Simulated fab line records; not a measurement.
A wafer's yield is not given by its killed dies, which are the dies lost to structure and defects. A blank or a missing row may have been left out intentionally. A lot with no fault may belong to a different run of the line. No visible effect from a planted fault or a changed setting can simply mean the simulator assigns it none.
Which tool was responsible? :: flow gf180mcu :: Sampling: 12 lots, 36 wafers, 6 of 602 route steps

## WHAT THE GAUGES READ, wafer by wafer
GF_VT_IMPLANT_RS_MEAS_46: uses a four-point probe to measure.
lot: L171
measured: day 7 13:02
on: filmMetro-02
MVSD_RS (ohm/sq): 455.8 457.3 456.5

lot: L172
measured: day 7 23:17
on: filmMetro-02
MVSD_RS (ohm/sq): 458.2 456.5 456.5

lot: L173
measured: day 8 01:59
on: filmMetro-02
MVSD_RS (ohm/sq): 455.1 455.2 456.7

lot: L174
measured: day 8 06:51
on: filmMetro-02
MVSD_RS (ohm/sq): 455.3 454.4 454.6

lot: L176
measured: day 8 17:47
on: filmMetro-02
MVSD_RS (ohm/sq): 455.9 455.4 455.4

lot: L185
measured: day 10 19:41
on: filmMetro-01
MVSD_RS (ohm/sq): 458.8 458.8 459.5

lot: L187
measured: day 11 09:14
on: filmMetro-02
MVSD_RS (ohm/sq): 456.0 457.4 457.1

lot: L189
measured: day 12 00:37
on: filmMetro-02
MVSD_RS (ohm/sq): 457.7 457.9 458.3

lot: L191
measured: day 12 11:54
on: filmMetro-04
MVSD_RS (ohm/sq): 456.9 456.4 456.0

lot: L192
measured: day 12 21:17
on: filmMetro-02
MVSD_RS (ohm/sq): 455.9 455.8 455.9

lot: L193
measured: day 13 00:37
on: filmMetro-01
MVSD_RS (ohm/sq): 455.9 456.2 456.1

lot: L194
measured: day 13 08:21
on: filmMetro-01
MVSD_RS (ohm/sq): 458.8 457.0 456.9

GF_HV_LDD_RS_MEAS_53: uses a four-point probe to measure.
lot: L171
measured: day 12 03:46
on: filmMetro-04
HV_LDD_RS (ohm/sq): 418.4 419.4 418.9

lot: L172
measured: day 12 10:32
on: filmMetro-04
HV_LDD_RS (ohm/sq): 418.3 417.9 418.2

lot: L173
measured: day 12 12:36
on: filmMetro-01
HV_LDD_RS (ohm/sq): 418.2 417.6 417.5

lot: L174
measured: day 12 20:25
on: filmMetro-01
HV_LDD_RS (ohm/sq): 419.1 419.4 418.1

lot: L176
measured: day 13 14:24
on: filmMetro-02
HV_LDD_RS (ohm/sq): 417.2 426.3 425.4 417.3 427.1 425.4

lot: L185
measured: day 16 15:44
on: filmMetro-04
HV_LDD_RS (ohm/sq): 417.4 418.5 417.7

lot: L187
measured: day 17 12:19
on: filmMetro-02
HV_LDD_RS (ohm/sq): 418.9 417.7 418.2

lot: L189
measured: day 18 09:27
on: filmMetro-04
HV_LDD_RS (ohm/sq): 416.4 417.9 417.0

lot: L191
measured: day 18 16:58
on: filmMetro-04
HV_LDD_RS (ohm/sq): 418.5 418.5 418.9

lot: L192
measured: day 19 06:37
on: filmMetro-02
HV_LDD_RS (ohm/sq): 418.1 417.4 418.8

lot: L193
measured: day 19 06:54
on: filmMetro-01
HV_LDD_RS (ohm/sq): 418.6 418.8 418.7

lot: L194
measured: day 19 22:05
on: filmMetro-02
HV_LDD_RS (ohm/sq): 418.3 417.3 417.1

GF_NSD_OVL_MEAS_08.
lot: L171
measured: day 13 03:41
on: overlay-01
NSD_OVL (nm): -1.2 -1.5 -3.2

lot: L172
measured: day 13 14:51
on: overlay-02
NSD_OVL (nm): -1.5 -0.5 -1.6

lot: L173
measured: day 13 16:06
on: overlay-02
NSD_OVL (nm): -1.2 0.1 1.7

lot: L174
measured: day 13 22:13
on: overlay-01
NSD_OVL (nm): 0.7 -1.4 -1.6

lot: L176
measured: day 14 12:46
on: overlay-02
NSD_OVL (nm): -0.3 0.3 0.7

lot: L185
measured: day 17 17:57
on: overlay-02
NSD_OVL (nm): -1.0 0.9 -1.3

lot: L187
measured: day 18 16:14
on: overlay-02
NSD_OVL (nm): -0.3 -0.3 -1.0

lot: L189
measured: day 19 14:00
on: overlay-01
NSD_OVL (nm): -1.3 -0.3 -1.5

lot: L191
measured: day 19 20:36
on: overlay-01
NSD_OVL (nm): -0.2 -0.7 0.6

lot: L192
measured: day 20 09:50
on: overlay-02
NSD_OVL (nm): 0.0 -0.7 0.6

lot: L193
measured: day 20 10:26
on: overlay-02
NSD_OVL (nm): 1.5 2.0 -0.9

lot: L194
measured: day 21 01:26
on: overlay-02
NSD_OVL (nm): -1.4 -0.7 1.2

## WHICH TOOL RAN EACH LOT (tool, then ch and the chambers of the sampled wafers, then the start)
lot: L171
GF_HV_LDD_IMPLANT_09: implanter-04 ch 0, day 9 19:09
GF_HV_LDD_STRIP_37: plasmaAsher-04 ch 0, day 11 08:29
GF_HV_LDD_CVD_54: lpcvd-01 ch 1, day 12 04:38

lot: L172
GF_HV_LDD_IMPLANT_09: implanter-02 ch 0, day 10 02:10
GF_HV_LDD_STRIP_37: plasmaAsher-02 ch 0,1, day 11 15:19
GF_HV_LDD_CVD_54: lpcvd-01 ch 0, day 12 11:50

lot: L173
GF_HV_LDD_IMPLANT_09: implanter-02 ch 0, day 10 03:13
GF_HV_LDD_STRIP_37: plasmaAsher-01 ch 0,1, day 11 16:50
GF_HV_LDD_CVD_54: lpcvd-01 ch 0, day 12 16:41

lot: L174
GF_HV_LDD_IMPLANT_09: implanter-02 ch 0, day 10 09:50
GF_HV_LDD_STRIP_37: plasmaAsher-01 ch 0,1, day 11 23:55
GF_HV_LDD_CVD_54: lpcvd-01 ch 0, day 12 22:33

lot: L176
GF_HV_LDD_IMPLANT_09: implanter-02 ch 0, day 11 04:31
GF_HV_LDD_STRIP_37: plasmaAsher-02 ch 0,1, day 12 17:58
GF_HV_LDD_CVD_54: lpcvd-01 ch 0, day 13 17:01

lot: L185
GF_HV_LDD_IMPLANT_09: implanter-01 ch 0, day 13 21:26
GF_HV_LDD_STRIP_37: plasmaAsher-01 ch 0,1, day 15 17:10
GF_HV_LDD_CVD_54: lpcvd-01 ch 1, day 16 15:50

lot: L187
GF_HV_LDD_IMPLANT_09: implanter-01 ch 0, day 14 14:46
GF_HV_LDD_STRIP_37: plasmaAsher-02 ch 0, day 16 12:26
GF_HV_LDD_CVD_54: lpcvd-02 ch 0, day 17 13:15

lot: L189
GF_HV_LDD_IMPLANT_09: implanter-01 ch 0, day 15 10:49
GF_HV_LDD_STRIP_37: plasmaAsher-04 ch 0,1, day 17 09:44
GF_HV_LDD_CVD_54: lpcvd-01 ch 1, day 18 10:17

lot: L191
GF_HV_LDD_IMPLANT_09: implanter-02 ch 0, day 15 17:44
GF_HV_LDD_STRIP_37: plasmaAsher-02 ch 0,1, day 17 16:01
GF_HV_LDD_CVD_54: lpcvd-02 ch 0, day 18 17:02

lot: L192
GF_HV_LDD_IMPLANT_09: implanter-04 ch 0, day 16 06:43
GF_HV_LDD_STRIP_37: plasmaAsher-04 ch 0,1, day 18 04:46
GF_HV_LDD_CVD_54: lpcvd-02 ch 0, day 19 06:43

lot: L193
GF_HV_LDD_IMPLANT_09: implanter-01 ch 0, day 16 06:50
GF_HV_LDD_STRIP_37: plasmaAsher-02 ch 1, day 18 05:20
GF_HV_LDD_CVD_54: lpcvd-01 ch 0, day 19 07:01

lot: L194
GF_HV_LDD_IMPLANT_09: implanter-02 ch 0, day 16 20:05
GF_HV_LDD_STRIP_37: plasmaAsher-04 ch 0,1, day 18 20:55
GF_HV_LDD_CVD_54: lpcvd-02 ch 0, day 19 22:10
- GF_HV_LDD_IMPLANT_09
- GF_HV_LDD_STRIP_37: strips in O2/N2.
- GF_HV_LDD_CVD_54: deposits SiO2 from TEOS, target thk 10 nm, time 75 s.

## AS READ BY THE TOOLS THEMSELVES (means over the sampled wafers that have a number; for cases with no such wafer, the mark the record gives instead)
GF_HV_LDD_IMPLANT_09.
lot: L171
tool: implanter-04
faradayCurrentUA: 558

lot: L172
tool: implanter-02
faradayCurrentUA: 561

lot: L173
tool: implanter-02
faradayCurrentUA: 557

lot: L174
tool: implanter-02
faradayCurrentUA: 555

lot: L176
tool: implanter-02
faradayCurrentUA: 557

lot: L185
tool: implanter-01
faradayCurrentUA: 559

lot: L187
tool: implanter-01
faradayCurrentUA: 574

lot: L189
tool: implanter-01
faradayCurrentUA: 562

lot: L191
tool: implanter-02
faradayCurrentUA: 563

lot: L192
tool: implanter-04
faradayCurrentUA: 582

lot: L193
tool: implanter-01
faradayCurrentUA: 548

lot: L194
tool: implanter-02
faradayCurrentUA: 564

GF_HV_LDD_STRIP_37.
lot: L171
tool: plasmaAsher-04
drypumpMotorCurrentA (A): 5.8
heaterPowerW (W): 306
oesProductAu (a.u.): 0.717
stripTimeToEndpointS (s): 12.62

lot: L172
tool: plasmaAsher-02
drypumpMotorCurrentA (A): 5.5
heaterPowerW (W): 300
oesProductAu (a.u.): 0.714
stripTimeToEndpointS (s): 12.64

lot: L173
tool: plasmaAsher-01
drypumpMotorCurrentA (A): 5.8
heaterPowerW (W): 373
oesProductAu (a.u.): 0.713
stripTimeToEndpointS (s): 12.70

lot: L174
tool: plasmaAsher-01
drypumpMotorCurrentA (A): 5.7
heaterPowerW (W): 382
oesProductAu (a.u.): 0.712
stripTimeToEndpointS (s): 12.65

lot: L176
tool: plasmaAsher-02
drypumpMotorCurrentA (A): 5.5
heaterPowerW (W): 298
oesProductAu (a.u.): 0.713
stripTimeToEndpointS (s): 12.63

lot: L185
tool: plasmaAsher-01
drypumpMotorCurrentA (A): 5.8
heaterPowerW (W): 371
oesProductAu (a.u.): 0.717
stripTimeToEndpointS (s): 12.66

lot: L187
tool: plasmaAsher-02
drypumpMotorCurrentA (A): 6.1
heaterPowerW (W): 323
oesProductAu (a.u.): 0.711
stripTimeToEndpointS (s): 12.64

lot: L189
tool: plasmaAsher-04
drypumpMotorCurrentA (A): 5.7
heaterPowerW (W): 337
oesProductAu (a.u.): 0.719
stripTimeToEndpointS (s): 12.64

lot: L191
tool: plasmaAsher-02
drypumpMotorCurrentA (A): 5.8
heaterPowerW (W): 309
oesProductAu (a.u.): 0.715
stripTimeToEndpointS (s): 12.58

lot: L192
tool: plasmaAsher-04
drypumpMotorCurrentA (A): 5.7
heaterPowerW (W): 336
oesProductAu (a.u.): 0.720
stripTimeToEndpointS (s): 12.61

lot: L193
tool: plasmaAsher-02
drypumpMotorCurrentA (A): 5.2
heaterPowerW (W): 288
oesProductAu (a.u.): 0.717
stripTimeToEndpointS (s): 12.60

lot: L194
tool: plasmaAsher-04
drypumpMotorCurrentA (A): 5.8
heaterPowerW (W): 318
oesProductAu (a.u.): 0.715
stripTimeToEndpointS (s): 12.65

GF_HV_LDD_CVD_54.
lot: L171
tool: lpcvd-01
zonePowerLowerPct (%): 10.1

lot: L172
tool: lpcvd-01
zonePowerLowerPct (%): 10.1

lot: L173
tool: lpcvd-01
zonePowerLowerPct (%): 9.9

lot: L174
tool: lpcvd-01
zonePowerLowerPct (%): 10.0

lot: L176
tool: lpcvd-01
zonePowerLowerPct (%): 9.8

lot: L185
tool: lpcvd-01
zonePowerLowerPct (%): 10.3

lot: L187
tool: lpcvd-02
zonePowerLowerPct (%): 9.4

lot: L189
tool: lpcvd-01
zonePowerLowerPct (%): 10.1

lot: L191
tool: lpcvd-02
zonePowerLowerPct (%): 9.4

lot: L192
tool: lpcvd-02
zonePowerLowerPct (%): 9.5

lot: L193
tool: lpcvd-01
zonePowerLowerPct (%): 10.0

lot: L194
tool: lpcvd-02
zonePowerLowerPct (%): 9.4

## THE ANSWER, worked out from the rows above alone
Rule: the lots themselves supply what counts as usual. Put in order of their means at a reading, lots are off if they are a third of the lots or fewer, leave a main group of 4 or more, and stand apart from it by a gap of 3 or more times the standard deviation of the main group's means; of several such gaps the widest counts. The tables above print the reading to a certain number of digits; a main group whose means all agree to those digits is not used. A lot without any number at a reading at which 4 lots or more have one is off too. All remaining lots with rows at the step are treated as sound. The gauges are gone through in route order, then the tools' own readings, and for those a lot's mean is taken as printed above. At the first step where some lot is off, the reading lying furthest off is the one used; lots without a number count as furthest.
Off: L176, at GF_HV_LDD_RS_MEAS_53 (HV_LDD_RS). Mean 418.2 ohm/sq and standard deviation 0.55 in the main group.
If a tool, at a process step before that reading, ran all the lots that are off and no sound lot after the first of them, it fits. Those tools and the gauges at GF_HV_LDD_RS_MEAS_53 are tried in the same way. Of those tried, none fits.

## WHAT HAD BEEN PUT IN BY THE SIMULATOR
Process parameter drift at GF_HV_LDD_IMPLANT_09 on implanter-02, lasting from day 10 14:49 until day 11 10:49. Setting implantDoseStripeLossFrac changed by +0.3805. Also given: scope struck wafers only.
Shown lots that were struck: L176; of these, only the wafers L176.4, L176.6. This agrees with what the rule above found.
